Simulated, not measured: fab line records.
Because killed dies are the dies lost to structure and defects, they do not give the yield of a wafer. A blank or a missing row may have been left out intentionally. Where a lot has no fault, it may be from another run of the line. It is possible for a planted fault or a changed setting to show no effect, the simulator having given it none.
fab line records | flow sky130
record: lots: 15 wafers: 45 last_day: 50
route steps=708 shown VIA2@520 CAPM@548
lots that met no fault: taken from a fault-free run of the same line
start_h: hours from the record's opening day to when the first of the lot's shown wafers began | wait_h: hours elapsed since this lot's preceding step | " same as the row above | L1.1+2: one row covering several wafers at once | - no value present, or no start provided | * or withheld: withheld | < > ~ a bound
route shown NAME@n: names a module that has steps shown in the file, with the first one's number in the route | usual: average and standard deviation across the fault-free wafers | same: alike in all rows | chamber/n: place in a boat | sites: readings site by site | _std_site: the standard deviation of these | _edge_site: mean of outer sites minus mean of inner sites | radius_mm: for every site, how far away it sits from the centre of the wafer | mask NAME#n: copy n | behind: tool/chamber where the wafer was last shaped | hold: what put the lot on hold/how long, in hours/how the hold closed | device: transistor that didn't switch, given as n, p or np | end of line: the same wafers' tests at the end of the route | step lacking rows: just its recipe | killed: dies that structure and defects cost at the first sort, which is not the same as the wafer's yield | map: dies across one wafer; x = killed, . = not, _ = none there
set.NAME: the setting that was run; set.NAME@STEP: the one run at that earlier step | model.NAME: the simulator's own value behind a step, which no gauge read
a sample of lots followed through the steps of the route, with each step as a table and each wafer as a row
services: the hour from which a tool's chamber was out of use, counted from the record's first day as start_h (under 0 if before that day), plus the number of hours and why
== steps ==
step: SKY_VIA2_OVL_MEAS_13
usual: VIA2_OVL: 3/6.4
columns lot.wafer tool chamber start_h wait_h VIA2_OVL[nm]
L910.1 overlay-01 - 853.64 0.1 17
L910.3 " - " " 13
L910.6 " - " " 5
L912.1 overlay-02 - 864.24 0.1 -1
L912.3 " - " " 1
L912.4 " - " " -1
L913.1 overlay-01 - 871.14 0.1 0
L913.4 " - " " 1
L913.5 " - " " 3
L915.3 overlay-02 - 902.13 0.1 -2
L915.4 " - " " 11
L915.6 " - " " 10
L916.1 overlay-02 - 903.46 0.1 -6
L916.4 " - " " -9
L916.5 " - " " -9
L918.2 overlay-01 - 908.63 0.1 7
L918.3 " - " " -6
L918.5 " - " " 3
L919.2 overlay-02 - 917.13 0.1 10
L919.5 " - " " 4
L919.6 " - " " 8
L926.3 overlay-01 - 966.28 0.1 -5
L926.4 " - " " 6
L926.6 " - " " 1
L927.1 overlay-01 - 967.16 0.1 -8
L927.2 " - " " 6
L927.4 " - " " -1
L928.3 overlay-02 - 971.22 0.1 1
L928.5 " - " " 3
L928.6 " - " " 5
L930.1 overlay-01 - 994.36 0.1 10
L930.5 " - " " 9
L930.6 " - " " 8
L929.1 overlay-01 - 995.31 0.1 1
L929.2 " - " " 7
L929.6 " - " " 6
L931.3 overlay-01 - 997.76 0.1 3
L931.5 " - " " 5
L931.6 " - " " 5
L932.1 overlay-02 - 1003.84 0.1 2
L932.3 " - " " -3
L932.4 " - " " 2
L933.1 overlay-02 - 1009.54 0.1 12
L933.3 " - " " 12
L933.5 " - " " 6
step: SKY_VIA2_SPUTTER_20
recipe: material: TiN target_thk_nm: 20 chamber_pressure_pa: 5 power_w: 4000 time_s: 80
usual: cathode_dc_power_W: 4000.0/0.72 throttle_valve_pct: 30.0/1.1
columns lot.wafer tool chamber start_h wait_h cathode_dc_power_W throttle_valve_pct
L910.1 pvd_sputter-03 - 854.38 0.0 3999.3 30.0
L910.3 " - " " 4000.2 29.1
L910.6 " - " " 4000.2 29.9
L912.1 pvd_sputter-02 - 864.98 0.0 4001.6 28.6
L912.3 " - " " 3999.4 31.7
L912.4 " - " " 3999.4 31.5
L913.1 pvd_sputter-02 - 871.88 0.0 3998.2 28.5
L913.4 " - " " 3999.3 31.1
L913.5 " - " " 3999.6 31.7
L915.3 pvd_sputter-03 - 902.86 0.0 3999.0 30.2
L915.4 " - " " 4000.1 29.3
L915.6 " - " " 3999.0 29.6
L916.1 pvd_sputter-01 - 904.19 0.0 4000.8 28.8
L916.4 " - " " 3999.2 28.5
L916.5 " - " " 3999.6 31.2
L918.2 pvd_sputter-02 - 909.39 0.0 4000.1 28.4
L918.3 " - " " 3999.4 31.6
L918.5 " - " " 4000.8 28.6
L919.2 pvd_sputter-01 - 917.86 0.0 3999.6 29.0
L919.5 " - " " 4000.6 31.1
L919.6 " - " " 3999.7 28.3
L926.3 pvd_sputter-01 - 967.01 0.0 4000.3 30.5
L926.4 " - " " 3999.9 28.7
L926.6 " - " " 3999.2 28.3
L927.1 pvd_sputter-02 - 967.89 0.0 4000.5 31.6
L927.2 " - " " 3999.3 31.3
L927.4 " - " " 4000.2 29.1
L928.3 pvd_sputter-01 - 971.94 0.0 4000.6 29.2
L928.5 " - " " 3999.6 28.3
L928.6 " - " " 3999.9 31.0
L930.1 pvd_sputter-01 - 995.17 0.0 4000.1 31.0
L930.5 " - " " 4001.0 30.2
L930.6 " - " " 4000.0 28.1
L929.1 pvd_sputter-01 - 996.21 0.0 3999.3 30.7
L929.2 " - " " 4000.0 30.9
L929.6 " - " " 3998.4 30.6
L931.3 pvd_sputter-03 - 998.55 0.0 3998.9 29.4
L931.5 " - " " 3998.2 30.0
L931.6 " - " " 3999.9 29.5
L932.1 pvd_sputter-01 - 1004.58 0.0 3999.3 31.0
L932.3 " - " " 3998.7 28.6
L932.4 " - " " 4000.8 31.1
L933.1 pvd_sputter-02 - 1010.32 0.0 4000.0 31.5
L933.3 " - " " 4000.8 29.1
L933.5 " - " " 4000.1 28.5
step: SKY_VIA2_CVD_21
recipe: material: W target_thk_nm: 420 time_s: 126.4 temp_c: 400 pressure_torr: 40
usual: heater_power_w: 853/74
columns lot.wafer tool chamber start_h wait_h heater_power_w
L910.1 cvd_w-02 0 854.44 0.0 791
L910.3 " 1 " " 872
L910.6 " 0 " " 796
L912.1 cvd_w-01 0 865.04 0.0 809
L912.3 " 1 " " 1048
L912.4 " 0 " " 820
L913.1 cvd_w-01 0 871.94 0.0 817
L913.4 " 1 " " 1047
L913.5 " 0 " " 815
L915.3 cvd_w-02 1 902.96 0.1 897
L915.4 " 0 " " 791
L915.6 " 1 " " 870
L916.1 cvd_w-02 1 904.25 0.0 864
L916.4 " 0 " " 799
L916.5 " 1 " " 866
L918.2 cvd_w-02 0 909.46 0.0 825
L918.3 " 0 " " 832
L918.5 " 1 " " 882
L919.2 cvd_w-02 0 917.96 0.1 816
L919.5 " 1 " " 867
L919.6 " 0 " " 792
L926.3 cvd_w-02 0 967.11 0.1 811
L926.4 " 1 " " 879
L926.6 " 1 " " 858
L927.1 cvd_w-01 0 967.95 0.0 772
L927.2 " 1 " " 957
L927.4 " 0 " " 770
L928.3 cvd_w-01 1 972.04 0.1 946
L928.5 " 1 " " 962
L928.6 " 0 " " 761
L930.1 cvd_w-02 1 995.23 0.0 868
L930.5 " 1 " " 886
L930.6 " 0 " " 811
L929.1 cvd_w-02 1 996.27 0.0 876
L929.2 " 0 " " 808
L929.6 " 1 " " 860
L931.3 cvd_w-02 1 998.65 0.1 872
L931.5 " 0 " " 822
L931.6 " 1 " " 858
L932.1 cvd_w-02 0 1004.64 0.0 799
L932.3 " 1 " " 868
L932.4 " 0 " " 829
L933.1 cvd_w-02 0 1010.38 0.0 820
L933.3 " 1 " " 882
L933.5 " 1 " " 854
step: SKY_CAPM_DEVELOP_11
recipe: resist: NOVOLAK developer: TMAH develop_time_s: 60 dev_temp_c: 23
usual: chill_plate_temp_C: 23.01/0.11 develop_time_s: 60/0
columns lot.wafer tool chamber start_h wait_h chill_plate_temp_C develop_time_s
L910.1 litho_track-02 0 880.64 0.1 22.82 60
L910.3 " 0 " " 22.77 60
L910.6 " 0 " " 23.06 60
L912.1 litho_track-01 0 891.42 0.1 22.92 60
L912.3 " 0 " " 23.04 60
L912.4 " 0 " " 22.97 60
L913.1 litho_track-02 0 898.74 0.1 23.11 60
L913.4 " 0 " " 23.18 60
L913.5 " 0 " " 23.14 60
L915.3 litho_track-01 0 928.77 0.1 22.89 60
L915.4 " 0 " " 22.91 60
L915.6 " 0 " " 23.11 60
L916.1 litho_track-04 0 929.06 0.1 22.80 60
L916.4 " 0 " " 22.98 60
L916.5 " 0 " " 23.12 60
L918.2 litho_track-01 0 934.80 0.1 23.06 60
L918.3 " 0 " " 22.94 60
L918.5 " 0 " " 23.09 60
L919.2 litho_track-01 0 943.40 0.1 23.05 60
L919.5 " 0 " " 23.04 60
L919.6 " 0 " " 22.87 60
L926.3 litho_track-04 - 991.81 0.1 - -
L926.4 " - " " - -
L926.6 " - " " - -
L927.1 litho_track-04 - 992.36 0.1 - -
L927.2 " - " " - -
L927.4 " - " " - -
L928.3 litho_track-01 - 996.57 0.1 - -
L928.5 " - " " - -
L928.6 " - " " - -
L930.1 litho_track-02 0 1018.59 0.1 23.09 60
L930.5 " 0 " " 22.99 60
L930.6 " 0 " " 23.12 60
L929.1 litho_track-02 0 1020.04 0.1 23.02 60
L929.2 " 0 " " 22.97 60
L929.6 " 0 " " 22.91 60
L931.3 litho_track-01 0 1022.22 0.1 23.10 60
L931.5 " 0 " " 22.91 60
L931.6 " 0 " " 22.93 60
L932.1 litho_track-04 0 1029.76 0.1 22.99 60
L932.3 " 0 " " 22.95 60
L932.4 " 0 " " 23.10 60
L933.1 litho_track-01 0 1034.27 0.1 23.13 60
L933.3 " 0 " " 22.98 60
L933.5 " 0 " " 23.18 60
== services ==
columns tool chamber start_h hours kind
cvd_w-01 - 865.53 6.0 pm
cvd_w-02 - 881.62 6.9 pm
cvd_w-01 - 889.56 6.9 pm
cvd_w-01 - 904.00 14.0 pm
cvd_w-01 0 904.00 14.0 vent_cycle
cvd_w-01 1 904.00 14.0 vent_cycle
cvd_w-01 1 904.57 3.9 repair
pvd_sputter-02 - 916.83 3.3 repair
cvd_w-01 0 918.00 - clean
cvd_w-01 1 918.00 - clean
cvd_w-01 1 937.96 14.9 repair
cvd_w-01 0 939.17 8.2 repair
cvd_w-01 - 947.37 2.8 pm
pvd_sputter-01 - 980.41 4.4 repair
pvd_sputter-02 - 987.22 1.5 repair
cvd_w-02 - 998.87 2.8 pm
pvd_sputter-02 - 1006.35 1.9 repair
cvd_w-02 1 1032.00 2.6 repair
== key ==
first_sign: step: SKY_CAPM_DEVELOP_11 reading: tool_record direction: missing
effect none on later readings
met_at SKY_CAPM_DEVELOP_11
struck_lots L926,L927,L928
later_rows_left_out L926.3,L926.4,L926.6,L927.1,L927.2,L927.4,L928.3,L928.5,L928.6
sort_left_out L926.3,L926.4,L926.6,L927.1,L927.2,L927.4,L928.3,L928.5,L928.6
not_acting_at SKY_VIA2_OVL_MEAS_13,SKY_VIA2_SPUTTER_20,SKY_VIA2_CVD_21
onset_between 943.40 991.81
fault: kind: skipped_step_whole tool: litho_track-01,litho_track-04 chamber: - onset_h: 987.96 steps: SKY_CAPM_DEVELOP_11 scope: struck_lots_only
sort_left_out: the simulated sort isn't trusted on such a fault, so these wafers' sort isn't shown, and their yield isn't known
later_rows_left_out: the simulator's readings of these wafers behind a module that went badly wrong aren't trusted and aren't shown, but for the sort
